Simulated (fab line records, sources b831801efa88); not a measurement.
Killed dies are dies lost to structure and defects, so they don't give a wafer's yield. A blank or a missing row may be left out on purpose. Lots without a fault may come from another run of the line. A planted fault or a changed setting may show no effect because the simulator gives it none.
Chamber matching | flow sky130 | SKY_VIA2_CMP_02 on cmp-02: 4 sister chambers
The step polishes SiO2. 22 wafers are shown with their chamber, then 11 later ones without.

WAFERS WITH THEIR CHAMBER
wafer  | chamber | motor_current_A (A) | slurry_flow_ml_min
L075.1 | 2       | 11.3                | 150.7
L075.3 | 3       | 10.7                | 150.1
L075.4 | 0       | 13.2                | 149.7
L076.2 | 3       | 10.4                | 150.6
L076.3 | 1       | 11.7                | 149.5
L076.4 | 2       | 11.6                | 149.4
L078.1 | 2       | 11.1                | 150.0
L078.5 | 0       | 13.0                | 149.8
L078.6 | 3       | 10.5                | 150.2
L080.1 | 2       | 11.2                | 150.3
L080.4 | 0       | 12.6                | 150.6
L080.6 | 2       | 11.8                | 150.0
L084.3 | 1       | 11.3                | 150.2
L084.4 | 0       | 12.5                | 149.7
L084.5 | 1       | 11.2                | 150.0
L086.4 | 1       | 11.3                | 150.4
L086.5 | 2       | 11.9                | 149.9
L086.6 | 3       | 10.7                | 149.3
L088.1 | 0       | 12.5                | 149.7
L088.5 | 3       | 11.1                | 149.9
L088.6 | 0       | 12.5                | 149.6
L090.1 | 0       | 12.8                | 150.8

SIGNATURES (means of the wafers above)
reading            | chamber 0 | chamber 1 | chamber 2 | chamber 3 | scatter within a chamber
motor_current_A    | 12.729    | 11.375    | 11.483    | 10.680    | 0.285
slurry_flow_ml_min | 149.986   | 150.025   | 150.050   | 150.020   | 0.457
Rule: a wafer's distance from a chamber is the root of the sum, over the readings, of the square of ((its reading less the chamber's mean) divided by the reading's scatter). The wafer belongs to the nearest chamber; if the next one is less than 2 further off, it can't be placed. The scatter: the root of (the sum of the squares of (reading less its chamber's mean) over the shown wafers, divided by (wafers less chambers)).

WAFERS WITHOUT THEIR CHAMBER
wafer  | motor_current_A (A) | slurry_flow_ml_min
L090.4 | 10.4                | 149.8
L090.5 | 10.3                | 150.3
L093.3 | 10.5                | 149.9
L093.4 | 11.7                | 149.9
L093.6 | 10.7                | 150.7
L094.1 | 11.3                | 148.8
L094.4 | 12.4                | 150.7
L094.5 | 10.9                | 149.8
L096.2 | 12.4                | 148.6
L096.3 | 11.2                | 149.6
L096.6 | 10.3                | 150.3

WHICH CHAMBER EACH WENT THROUGH
wafer  | from the rows above          | in truth
L090.4 | 3                            | 3
L090.5 | 3                            | 3
L093.3 | 3                            | 3
L093.4 | can't be placed: 2 or 1      | 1
L093.6 | can't be placed: 3 or 1 or 2 | 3
L094.1 | can't be placed: 1 or 2 or 3 | 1
L094.4 | can't be placed: 0 or 2 or 1 | 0
L094.5 | can't be placed: 3 or 1 or 2 | 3
L096.2 | can't be placed: 0 or 2 or 1 | 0
L096.3 | can't be placed: 1 or 2 or 3 | 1
L096.6 | 3                            | 3
Placed correctly: 4 of 11. Can't be placed from these rows: 7 (the true chamber is among the candidates in 7). Placed wrongly: 0.
